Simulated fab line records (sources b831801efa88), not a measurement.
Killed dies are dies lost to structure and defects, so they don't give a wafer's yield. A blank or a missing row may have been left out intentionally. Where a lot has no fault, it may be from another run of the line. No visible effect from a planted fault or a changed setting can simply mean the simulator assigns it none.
2 desks looking at one fault :: flow sky130 :: only its own numbers are on each desk; what lay behind them is given at the end

METROLOGY DESK
Means of the sampled wafers that have a number, per lot and without regard to the tool the lot ran on: this is what the gauges read. A lot is out of limits, marked OUT, if its mean lies more than 4 standard deviations from the usual mean; the brackets give that distance.
Columns: A = VIA2_BOW at SKY_VIA2_BOW_MEAS_03, usual 85 um; B = cd_nm at SKY_VIA2_CD_MEAS_12, usual 199.6 nm; C = VIA2_OVL at SKY_VIA2_OVL_MEAS_13, usual 3 nm
lot: L159
first seen here: day 35 09:26
A: 85
B: 200.8
C: 1

lot: L158
first seen here: day 35 09:54
A: 81
B: 201.6
C: -1

lot: L174
first seen here: day 41 02:57
A: 96
B: 201.2
C: 6

lot: L177
first seen here: day 41 06:37
A: 87
B: 199.1
C: 5

lot: L176
first seen here: day 41 13:16
A: 89
B: 197.7
C: 3

lot: L179
first seen here: day 41 16:53
A: 94
B: 202.0
C: 4
This desk's verdict: no lot among the 6 shows anything out of limits.

DESK OF THE TOOL OWNER: rie_diel-01
The tool's own readings at SKY_VIA2_ETCH_14 (etches BARC in N2/H2, stops on SiO2, time 45.9 s, target depth 60 nm): means of the sampled wafers that have a number, for each lot that ran on this tool. A lot is out of limits, marked OUT, if its mean lies more than 4 standard deviations from the usual mean; the brackets give that distance.
Columns: A = bias_w at SKY_VIA2_ETCH_14, usual 100.0 W; B = drypump_motor_current_A at SKY_VIA2_ETCH_14, usual 5.8 A; C = oes_product_au at SKY_VIA2_ETCH_14, usual 0.854 a.u.; D = throttle_valve_pct at SKY_VIA2_ETCH_14, usual 13.224 %
lot: L159
first seen here: day 36 10:31
A: 99.8
B: 6.5
C: 0.855
D: 13.216

lot: L174
first seen here: day 42 02:45
A: 77.2 (-76) OUT
B: 6.3
C: 0.853
D: 13.229

lot: L176
first seen here: day 42 13:21
A: 77.1 (-76) OUT
B: 6.2
C: 0.853
D: 13.227
This desk finds L174, L176 out of limits, L174 being first, at day 42 02:45 (bias_w at SKY_VIA2_ETCH_14). L159: within limits.

PUT TOGETHER
At day 42 02:45, on L174, L176, the tool owner's desk was in a position to raise an alarm.
At the metrology desk, nothing out of limits was observed.
The metrology desk holds a record of L174, L176, inside its limits.
SKY_VIA2_ETCH_14 was run on rie_diel-01 by each of the lots named.

WHAT WAS PUT IN BY THE SIMULATOR
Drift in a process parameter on rie_diel-01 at SKY_VIA2_ETCH_14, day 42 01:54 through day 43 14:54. Setting bias_w, moved by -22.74, from 100. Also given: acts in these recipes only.
Shown lots that were struck: L174, L176.
Time in hours from fault onset to the first out-of-limits reading at each desk: the tool owner's desk, 1.
